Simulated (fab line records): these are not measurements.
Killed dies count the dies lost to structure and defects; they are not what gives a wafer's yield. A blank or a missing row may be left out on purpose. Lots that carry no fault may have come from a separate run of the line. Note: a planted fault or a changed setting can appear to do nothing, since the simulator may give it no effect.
fab line records + flow sky130
record
- lots=11
- wafers=33
- last_day=50
route steps=708 shown NWELL@68 VT_ADJUST_HVTR@141 GATE_OXIDE@188
lots that met no fault: from a run of the same line without faults
start_h: hours from the record's first day to the start of the lot's first wafer shown + wait_h: time in hours since the lot's previous step + " repeats the value in the row above + L1.1+2: one row covering several wafers at once + - no value, or no start was given + * or withheld: withheld + < > ~ a bound
route shown NAME@n: a module of which the file shows steps, and the number in the route of the first + usual: mean/standard deviation of fault-free wafers + same: alike in all rows + chamber/n: place in a boat + sites: the reading at each site + _std_site: how widely they spread, as a standard deviation + _edge_site: mean of outer sites minus mean of inner sites + radius_mm: for every site, how far away it sits from the centre of the wafer + mask NAME#n: copy n + behind: tool/chamber where the wafer was last shaped + hold: cause of the lot's hold/its duration in hours/its outcome + device: the transistor (n, p or np) that didn't switch + end of line: the same wafers' tests at the end of the route + where a step has no rows: the recipe by itself + killed: the dies lost at the first sort to structure and to defects; this is not the yield of the wafer + map: the dies of a wafer, with x for killed, . for not killed, _ for no die there
set.NAME: the setting as run; set.NAME@STEP: as run at that earlier step + model.NAME: the simulator's own value behind a step, which no gauge read
steps of the route over a sample of lots; a table a step, a row a wafer
services: the hour from which a tool's chamber was out of use, counted from the record's first day as start_h (under 0 if before that day), plus the number of hours and why
## steps
# step SKY_NWELL_TW_MEAS_15
# usual
- NWELL_TW=1829/22
| lot.wafer | tool          | chamber | start_h | wait_h | NWELL_TW |
|-----------|---------------|---------|---------|--------|----------|
| L339.1    | film_metro-01 | -       | 94.30   | 0.1    | 1860     |
| L339.3    | "             | -       | "       | "      | 1863     |
| L339.6    | "             | -       | "       | "      | 1848     |
| L341.2    | film_metro-03 | -       | 103.81  | 0.1    | 1811     |
| L341.5    | "             | -       | "       | "      | 1806     |
| L341.6    | "             | -       | "       | "      | 1815     |
| L344.3    | film_metro-01 | -       | 120.89  | 0.1    | 1856     |
| L344.4    | "             | -       | "       | "      | 1864     |
| L344.5    | "             | -       | "       | "      | 1841     |
| L345.2    | film_metro-01 | -       | 128.50  | 0.1    | 1849     |
| L345.3    | "             | -       | "       | "      | 1838     |
| L345.6    | "             | -       | "       | "      | 1854     |
| L349.1    | film_metro-01 | -       | 153.34  | 0.1    | 1861     |
| L349.3    | "             | -       | "       | "      | 1859     |
| L349.6    | "             | -       | "       | "      | 1864     |
| L350.1    | film_metro-03 | -       | 156.45  | 0.1    | 1819     |
| L350.2    | "             | -       | "       | "      | 1814     |
| L350.6    | "             | -       | "       | "      | 1807     |
| L351.1    | film_metro-03 | -       | 160.64  | 0.1    | 1804     |
| L351.2    | "             | -       | "       | "      | 1815     |
| L351.4    | "             | -       | "       | "      | 1802     |
| L352.4    | film_metro-01 | -       | 170.42  | 0.1    | 1835     |
| L352.5    | "             | -       | "       | "      | 1836     |
| L352.6    | "             | -       | "       | "      | 1840     |
| L358.2    | film_metro-03 | -       | 222.95  | 0.1    | 1799     |
| L358.3    | "             | -       | "       | "      | 1801     |
| L358.5    | "             | -       | "       | "      | 1809     |
| L359.2    | film_metro-03 | -       | 232.60  | 0.1    | 1804     |
| L359.4    | "             | -       | "       | "      | 1808     |
| L359.6    | "             | -       | "       | "      | 1797     |
| L360.1    | film_metro-01 | -       | 233.49  | 0.1    | 1850     |
| L360.2    | "             | -       | "       | "      | 1842     |
| L360.6    | "             | -       | "       | "      | 1849     |
# step SKY_NWELL_STRIP_25
# recipe
- chemistry=O2/N2
- power_w=1400
- pressure_mtorr=1500
- platen_temp_c=withheld
- o2_flow_sccm=3000
- n2_flow_sccm=300
- overash_fraction=0.5
# usual
- drypump_motor_current_A=5.76/0.29
- oes_product_au=0.723/0.0043
- strip_time_to_endpoint_s=36.92/0.1
# same
- overash_fraction=0.5
| lot.wafer | tool            | chamber | start_h | wait_h | drypump_motor_current_A | oes_product_au | rf_hours_counter_h | strip_time_to_endpoint_s |
|-----------|-----------------|---------|---------|--------|-------------------------|----------------|--------------------|--------------------------|
| L339.1    | plasma_asher-03 | 0       | 111.90  | 0.1    | 6.09                    | 0.720          | 43                 | 36.94                    |
| L339.3    | "               | 0       | "       | "      | 6.07                    | 0.717          | -                  | 36.92                    |
| L339.6    | "               | 0       | "       | "      | 6.07                    | 0.722          | -                  | 36.95                    |
| L341.2    | plasma_asher-03 | 0       | 122.20  | 0.1    | 6.07                    | 0.733          | 44                 | 36.94                    |
| L341.5    | "               | 0       | "       | "      | 6.05                    | 0.719          | -                  | 36.93                    |
| L341.6    | "               | 1       | "       | "      | 5.73                    | 0.724          | -                  | 36.88                    |
| L344.3    | plasma_asher-03 | 0       | 139.09  | 0.1    | 6.06                    | 0.715          | -                  | 36.89                    |
| L344.4    | "               | 1       | "       | "      | 5.70                    | 0.722          | -                  | 36.80                    |
| L344.5    | "               | 1       | "       | "      | 5.74                    | 0.722          | -                  | 36.82                    |
| L345.2    | plasma_asher-02 | 0       | 147.67  | 0.1    | 6.14                    | 0.727          | 33                 | 37.10                    |
| L345.3    | "               | 0       | "       | "      | 6.12                    | 0.725          | -                  | 37.14                    |
| L345.6    | "               | 1       | "       | "      | 5.48                    | 0.725          | -                  | 37.10                    |
| L349.1    | plasma_asher-01 | 1       | 172.40  | 0.1    | 5.31                    | 0.721          | 5                  | 36.91                    |
| L349.3    | "               | 0       | "       | "      | 5.76                    | 0.722          | -                  | 36.86                    |
| L349.6    | "               | 0       | "       | "      | 5.74                    | 0.733          | -                  | 36.98                    |
| L350.1    | plasma_asher-01 | 1       | 175.20  | 0.1    | 5.31                    | 0.726          | 6                  | 36.85                    |
| L350.2    | "               | 0       | "       | "      | 5.75                    | 0.729          | 6                  | 36.97                    |
| L350.6    | "               | 1       | "       | "      | 5.28                    | 0.719          | -                  | 36.96                    |
| L351.1    | plasma_asher-02 | 1       | 179.87  | 0.1    | 5.47                    | 0.730          | 36                 | 37.02                    |
| L351.2    | "               | 0       | "       | "      | 6.13                    | 0.726          | 36                 | 36.97                    |
| L351.4    | "               | 1       | "       | "      | 5.51                    | 0.722          | -                  | 37.02                    |
| L352.4    | plasma_asher-03 | 1       | 190.73  | 0.1    | 5.67                    | 0.727          | -                  | 37.01                    |
| L352.5    | "               | 1       | "       | "      | 5.67                    | 0.725          | -                  | 36.95                    |
| L352.6    | "               | 0       | "       | "      | 6.04                    | 0.730          | -                  | 37.08                    |
| L358.2    | plasma_asher-01 | 1       | 245.27  | 0.1    | 5.31                    | 0.718          | 13                 | 36.85                    |
| L358.3    | "               | 1       | "       | "      | 5.28                    | 0.725          | -                  | 36.86                    |
| L358.5    | "               | 1       | "       | "      | 5.28                    | 0.724          | -                  | 36.81                    |
| L359.2    | plasma_asher-02 | 1       | 256.04  | 0.1    | 5.48                    | 0.718          | 44                 | 36.91                    |
| L359.4    | "               | 0       | "       | "      | 6.14                    | 0.721          | -                  | 36.88                    |
| L359.6    | "               | 1       | "       | "      | 5.47                    | 0.724          | -                  | 36.85                    |
| L360.1    | plasma_asher-03 | 0       | 256.90  | 0.1    | 6.09                    | 0.723          | 56                 | 37.10                    |
| L360.2    | "               | 1       | "       | "      | 5.70                    | 0.723          | 56                 | 37.11                    |
| L360.6    | "               | 1       | "       | "      | 5.69                    | 0.728          | -                  | 37.12                    |
# step SKY_VT_ADJUST_HVTR_STRIP_10
# recipe
- chemistry=O2/N2
- power_w=1400
- pressure_mtorr=1500
- platen_temp_c=withheld
- o2_flow_sccm=3000
- n2_flow_sccm=300
- overash_fraction=0.5
# usual
- drypump_motor_current_A=5.76/0.29
- oes_product_au=0.715/0.0041
- strip_time_to_endpoint_s=14.17/0.043
# same
- overash_fraction=0.5
| lot.wafer | tool            | chamber | start_h | wait_h | drypump_motor_current_A | oes_product_au | rf_hours_counter_h | strip_time_to_endpoint_s |
|-----------|-----------------|---------|---------|--------|-------------------------|----------------|--------------------|--------------------------|
| L339.1    | plasma_asher-02 | 0       | 209.89  | 0.1    | 6.14                    | 0.720          | 39                 | 14.19                    |
| L339.3    | "               | 0       | "       | "      | 6.13                    | 0.716          | -                  | 14.22                    |
| L339.6    | "               | 1       | "       | "      | 5.47                    | 0.721          | -                  | 14.18                    |
| L341.2    | plasma_asher-02 | 0       | 223.09  | 0.1    | 6.10                    | 0.718          | 40                 | 14.14                    |
| L341.5    | "               | 0       | "       | "      | 6.12                    | 0.720          | -                  | 14.16                    |
| L341.6    | "               | 1       | "       | "      | 5.51                    | 0.714          | -                  | 14.20                    |
| L344.3    | plasma_asher-01 | 1       | 244.65  | 0.1    | 5.31                    | 0.718          | -                  | 14.10                    |
| L344.4    | "               | 0       | "       | "      | 5.77                    | 0.711          | -                  | 14.12                    |
| L344.5    | "               | 0       | "       | "      | 5.76                    | 0.729          | -                  | 14.10                    |
| L345.2    | plasma_asher-03 | 0       | 255.48  | 0.1    | 6.04                    | 0.712          | 56                 | 14.17                    |
| L345.3    | "               | 1       | "       | "      | 5.72                    | 0.720          | -                  | 14.13                    |
| L345.6    | "               | 1       | "       | "      | 5.69                    | 0.709          | -                  | 14.11                    |
| L349.1    | plasma_asher-01 | 0       | 285.36  | 0.1    | 5.76                    | 0.717          | 17                 | 14.10                    |
| L349.3    | "               | 0       | "       | "      | 5.78                    | 0.722          | -                  | 14.11                    |
| L349.6    | "               | 0       | "       | "      | 5.79                    | 0.711          | -                  | 14.11                    |
| L350.1    | plasma_asher-02 | 1       | 287.77  | 0.1    | 5.48                    | 0.712          | 47                 | 14.22                    |
| L350.2    | "               | 0       | "       | "      | 6.14                    | 0.722          | 47                 | 14.23                    |
| L350.6    | "               | 1       | "       | "      | 5.48                    | 0.712          | -                  | 14.20                    |
| L351.1    | plasma_asher-01 | 1       | 295.08  | 0.1    | 5.29                    | 0.718          | 18                 | 14.18                    |
| L351.2    | "               | 0       | "       | "      | 5.76                    | 0.717          | 18                 | 14.22                    |
| L351.4    | "               | 0       | "       | "      | 5.76                    | 0.717          | -                  | 14.20                    |
| L352.4    | plasma_asher-03 | 0       | 307.55  | 0.1    | 6.07                    | 0.709          | -                  | 14.19                    |
| L352.5    | "               | 0       | "       | "      | 6.06                    | 0.717          | -                  | 14.19                    |
| L352.6    | "               | 1       | "       | "      | 5.71                    | 0.714          | -                  | 14.18                    |
| L358.2    | plasma_asher-01 | 1       | 375.78  | 0.1    | 5.30                    | 0.708          | 26                 | 14.18                    |
| L358.3    | "               | 1       | "       | "      | 5.29                    | 0.709          | -                  | 14.21                    |
| L358.5    | "               | 1       | "       | "      | 5.30                    | 0.717          | -                  | 14.14                    |
| L359.2    | plasma_asher-03 | 1       | 387.68  | 0.1    | 5.71                    | 0.713          | 69                 | 14.20                    |
| L359.4    | "               | 0       | "       | "      | 6.07                    | 0.713          | -                  | 14.16                    |
| L359.6    | "               | 0       | "       | "      | 6.06                    | 0.714          | -                  | 14.15                    |
| L360.1    | plasma_asher-02 | 0       | 388.93  | 0.1    | 6.12                    | 0.715          | 57                 | 14.19                    |
| L360.2    | "               | 1       | "       | "      | 5.47                    | 0.717          | 57                 | 14.19                    |
| L360.6    | "               | 1       | "       | "      | 5.49                    | 0.719          | -                  | 14.18                    |
# step SKY_GATE_OXIDE_OXIDATION_01
# recipe
- temp_c=900
- ambient=O2
- stabilise_s=600
- purge_s=300
- target_thk_a=102.68
- ox_time_s=1473
# usual
- spike_tc_bottom_C=919/3.7
- spike_tc_centre_C=899.8/1.1
- spike_tc_lower_C=900.1/1.4
- spike_tc_top_C=909/3.1
- spike_tc_upper_C=900.1/1.1
- tube_center_temp_C=899.99/0.073
- tube_center_temp_C_max=902.3/0.39
| lot.wafer | tool       | chamber | start_h | wait_h | spike_tc_bottom_C | spike_tc_centre_C | spike_tc_lower_C | spike_tc_top_C | spike_tc_upper_C | tube_center_temp_C | tube_center_temp_C_max |
|-----------|------------|---------|---------|--------|-------------------|-------------------|------------------|----------------|------------------|--------------------|------------------------|
| L339.1    | furnace-01 | 0       | 290.08  | 1.2    | 923               | 900.1             | 900.4            | 907            | 900.3            | 899.95             | 902.5                  |
| L339.3    | "          | 0       | "       | "      | 923               | 899.7             | 900.6            | 903            | 900.2            | 900.15             | 902.6                  |
| L339.6    | "          | 0       | "       | "      | 921               | 901.1             | 901.4            | 905            | 901.3            | 900.02             | 902.4                  |
| L341.2    | furnace-02 | 0       | 301.96  | 0.0    | 915               | 900.6             | 899.4            | 912            | 899.6            | 899.97             | 901.5                  |
| L341.5    | "          | 0       | "       | "      | 915               | 899.4             | 898.7            | 912            | 900.4            | 899.88             | 902.2                  |
| L341.6    | "          | 0       | "       | "      | 915               | 901.7             | 899.3            | 913            | 899.8            | 899.97             | 902.3                  |
| L344.3    | furnace-02 | 0       | 325.56  | 0.8    | 915               | 898.5             | 898.2            | 912            | 899.9            | 899.96             | 902.5                  |
| L344.4    | "          | 0       | "       | "      | 914               | 899.8             | 900.9            | 912            | 901.1            | 899.93             | 901.9                  |
| L344.5    | "          | 0       | "       | "      | 914               | 899.9             | 899.0            | 913            | 899.5            | 900.04             | 902.3                  |
| L345.2    | furnace-02 | 0       | 337.72  | 1.0    | 916               | 901.2             | 898.9            | 913            | 898.0            | 900.24             | 902.4                  |
| L345.3    | "          | 0       | "       | "      | 915               | 900.1             | 900.5            | 913            | 898.3            | 899.96             | 902.3                  |
| L345.6    | "          | 0       | "       | "      | 917               | 899.4             | 898.9            | 912            | 899.6            | 900                | 902.1                  |
| L349.1    | furnace-02 | 0       | 374.65  | 5.8    | 905               | 887.0             | 886.5            | 900            | 887.7            | 888.18             | 890.3                  |
| L349.3    | "          | 0       | "       | "      | 903               | 889.8             | 887.8            | 900            | 886.7            | 888.35             | 890.5                  |
| L349.6    | "          | 0       | "       | "      | 903               | 887.6             | 886.7            | 899            | 888.9            | 888.28             | 890.8                  |
| L350.1    | furnace-02 | 0       | 374.65  | 0.8    | 902               | 887.0             | 886.5            | 900            | 887.4            | 888.23             | 890.9                  |
| L350.2    | "          | 0       | "       | "      | 903               | 886.7             | 888.2            | 900            | 887.8            | 888.26             | 891.3                  |
| L350.6    | "          | 0       | "       | "      | 904               | 887.8             | 886.6            | 900            | 888.9            | 888.19             | 890.3                  |
| L351.1    | furnace-02 | 0       | 384.62  | 2.3    | 902               | 888.0             | 887.2            | 898            | 886.1            | 888.27             | 891.2                  |
| L351.2    | "          | 0       | "       | "      | 904               | 886.6             | 888.1            | 901            | 886.7            | 888.23             | 890.3                  |
| L351.4    | "          | 0       | "       | "      | 903               | 886.8             | 888.2            | 900            | 887.6            | 888.24             | 890.9                  |
| L352.4    | furnace-01 | 0       | 400.30  | 0.0    | 923               | 900.1             | 901.9            | 906            | 901.4            | 900.07             | 902.5                  |
| L352.5    | "          | 0       | "       | "      | 922               | 899.5             | 901.6            | 905            | 901.3            | 899.97             | 902.6                  |
| L352.6    | "          | 0       | "       | "      | 924               | 899.1             | 899.8            | 908            | 899.9            | 899.89             | 902.2                  |
| L358.2    | furnace-02 | 0       | 470.79  | 0.6    | 916               | 900.0             | 901.8            | 913            | 902.0            | 900.02             | 903.1                  |
| L358.3    | "          | 0       | "       | "      | 916               | 900.1             | 900.6            | 912            | 900.2            | 900.13             | 901.9                  |
| L358.5    | "          | 0       | "       | "      | 915               | 898.5             | 899.8            | 911            | 900.2            | 899.86             | 902.5                  |
| L359.2    | furnace-01 | 0       | 486.76  | 2.3    | 924               | 900.0             | 900.2            | 905            | 900.6            | 900.08             | 902.1                  |
| L359.4    | "          | 0       | "       | "      | 922               | 900.4             | 900.9            | 905            | 901.0            | 900.02             | 902.8                  |
| L359.6    | "          | 0       | "       | "      | 922               | 901.6             | 900.5            | 907            | 900.6            | 900.04             | 901.9                  |
| L360.1    | furnace-01 | 0       | 486.76  | 0.9    | 924               | 900.5             | 900.9            | 905            | 900.5            | 899.95             | 903.7                  |
| L360.2    | "          | 0       | "       | "      | 924               | 900.9             | 901.1            | 905            | 899.3            | 899.9              | 902.1                  |
| L360.6    | "          | 0       | "       | "      | 925               | 898.8             | 902.1            | 904            | 900.4            | 899.99             | 902.4                  |
# step SKY_GATE_OXIDE_THK_MEAS_02
# recipe
- reads=SiO2_of_GATE_OXIDE_OXIDATION_01
# usual
- GATE_OXIDE_OXIDATION_00_THK=10.24/0.22
| lot.wafer | tool          | chamber | start_h | wait_h | hold                     | GATE_OXIDE_OXIDATION_00_THK[nm] |
|-----------|---------------|---------|---------|--------|--------------------------|---------------------------------|
| L339.1    | film_metro-03 | -       | 291.49  | 0.0    | -                        | 10.26                           |
| L339.3    | "             | -       | "       | "      | -                        | 10.08                           |
| L339.6    | "             | -       | "       | "      | -                        | 10.20                           |
| L341.2    | film_metro-03 | -       | 303.38  | 0.0    | -                        | 10.75                           |
| L341.5    | "             | -       | "       | "      | -                        | 10.91                           |
| L341.6    | "             | -       | "       | "      | -                        | 10.77                           |
| L344.3    | film_metro-04 | -       | 326.99  | 0.0    | -                        | 10.24                           |
| L344.4    | "             | -       | "       | "      | -                        | 10.24                           |
| L344.5    | "             | -       | "       | "      | -                        | 10.38                           |
| L345.2    | film_metro-04 | -       | 339.14  | 0.0    | -                        | 10.32                           |
| L345.3    | "             | -       | "       | "      | -                        | 10.40                           |
| L345.6    | "             | -       | "       | "      | -                        | 10.27                           |
| L349.1    | film_metro-03 | -       | 376.06  | 0.0    | await_dispo/0.2h/release | 9.10                            |
| L349.3    | "             | -       | "       | "      | await_dispo/0.2h/release | 8.94                            |
| L349.6    | "             | -       | "       | "      | await_dispo/0.2h/release | 8.76                            |
| L349.1    | film_metro-03 | -       | 376.29  | 0.2    | -                        | 9.13                            |
| L349.3    | "             | -       | "       | "      | -                        | 8.89                            |
| L349.6    | "             | -       | "       | "      | -                        | 8.75                            |
| L350.1    | film_metro-04 | -       | 376.06  | 0.0    | await_dispo/0.2h/release | 9.22                            |
| L350.2    | "             | -       | "       | "      | await_dispo/0.2h/release | 9.16                            |
| L350.6    | "             | -       | "       | "      | await_dispo/0.2h/release | 9.03                            |
| L350.1    | film_metro-04 | -       | 376.29  | 0.2    | -                        | 9.17                            |
| L350.2    | "             | -       | "       | "      | -                        | 9.18                            |
| L350.6    | "             | -       | "       | "      | -                        | 9.01                            |
| L351.1    | film_metro-01 | -       | 386.03  | 0.0    | await_dispo/0.2h/release | 8.63                            |
| L351.2    | "             | -       | "       | "      | await_dispo/0.2h/release | 8.81                            |
| L351.4    | "             | -       | "       | "      | await_dispo/0.2h/release | 8.87                            |
| L351.1    | film_metro-01 | -       | 386.26  | 0.2    | -                        | 8.62                            |
| L351.2    | "             | -       | "       | "      | -                        | 8.83                            |
| L351.4    | "             | -       | "       | "      | -                        | 8.85                            |
| L352.4    | film_metro-01 | -       | 401.74  | 0.0    | -                        | 9.69                            |
| L352.5    | "             | -       | "       | "      | -                        | 9.70                            |
| L352.6    | "             | -       | "       | "      | -                        | 9.63                            |
| L358.2    | film_metro-03 | -       | 472.21  | 0.0    | -                        | 10.25                           |
| L358.3    | "             | -       | "       | "      | -                        | 10.24                           |
| L358.5    | "             | -       | "       | "      | -                        | 10.06                           |
| L360.1    | film_metro-01 | -       | 488.17  | 0.0    | -                        | 9.95                            |
| L360.2    | "             | -       | "       | "      | -                        | 9.92                            |
| L360.6    | "             | -       | "       | "      | -                        | 9.96                            |
| L359.2    | film_metro-03 | -       | 488.18  | 0.0    | -                        | 10.28                           |
| L359.4    | "             | -       | "       | "      | -                        | 10.34                           |
| L359.6    | "             | -       | "       | "      | -                        | 10.35                           |
## services
| tool            | chamber | start_h | hours | kind       |
|-----------------|---------|---------|-------|------------|
| plasma_asher-01 | -       | 108.75  | 9.0   | pm         |
| furnace-01      | -       | 114.12  | 55.8  | pm         |
| furnace-01      | -       | 169.88  | 4.3   | pm         |
| plasma_asher-01 | -       | 171.49  | 0.9   | repair     |
| furnace-02      | -       | 182.05  | 3.1   | pm         |
| furnace-01      | -       | 211.77  | 11.2  | repair     |
| plasma_asher-03 | -       | 213.85  | 14.6  | pm         |
| furnace-01      | -       | 256.92  | 8.6   | repair     |
| furnace-01      | -       | 265.54  | 3.9   | pm         |
| plasma_asher-01 | -       | 278.31  | 0.7   | repair     |
| furnace-01      | -       | 293.00  | 3.5   | pm         |
| plasma_asher-03 | -       | 344.54  | 0.8   | repair     |
| furnace-02      | -       | 350.77  | 2.4   | pm         |
| furnace-02      | -       | 353.22  | 3.5   | pm         |
| furnace-01      | -       | 360.84  | 21.3  | pm         |
| furnace-02      | -       | 403.36  | 18.9  | pm         |
| plasma_asher-03 | -       | 421.25  | 9.0   | pm         |
| plasma_asher-03 | 0       | 421.25  | 9.0   | vent_cycle |
| plasma_asher-03 | 1       | 421.25  | 9.0   | vent_cycle |
| plasma_asher-03 | 0       | 430.25  | -     | clean      |
| plasma_asher-03 | 1       | 430.25  | -     | clean      |
| plasma_asher-02 | -       | 441.23  | 12.9  | repair     |
| furnace-01      | -       | 460.76  | 4.1   | pm         |
| furnace-02      | -       | 483.79  | 6.7   | repair     |
## key
first_sign
- step=SKY_GATE_OXIDE_OXIDATION_01
- reading=tube_center_temp_C
- direction=down
- sigmas=99+
- usual=*
- struck=*
effect
- step=SKY_GATE_OXIDE_OXIDATION_01
- reading=tube_center_temp_C_max
- direction=down
- sigmas=30
- usual=*
- struck=*
effect
- step=SKY_GATE_OXIDE_THK_MEAS_02
- reading=visit
- direction=added
effect
- step=SKY_GATE_OXIDE_THK_MEAS_02
- reading=GATE_OXIDE_OXIDATION_00_THK
- direction=down
- sigmas=6
- usual=10.24
- struck=8.95
met_at SKY_GATE_OXIDE_OXIDATION_01
struck_lots L349,L350,L351
tester_left_out L349,L350,L351
not_acting_at SKY_NWELL_TW_MEAS_15,SKY_NWELL_STRIP_25,SKY_VT_ADJUST_HVTR_STRIP_10
onset_between 337.72 374.65
fault
- kind=process_parameter_drift
- tool=furnace-02
- chamber=-
- onset_h=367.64
- steps=SKY_GATE_OXIDE_OXIDATION_01
- channel=temp_c
- offset=*
- shape=step
- end_h=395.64
- acts_in=*
- stated=*
# tester_left_out: of these lots the tester's yield and bins aren't shown, on N5 and GAA mostly nor the transistor test; their killed dies are dies lost to structure and defects alone, not to doping, threshold or leakage, so they don't give the yield
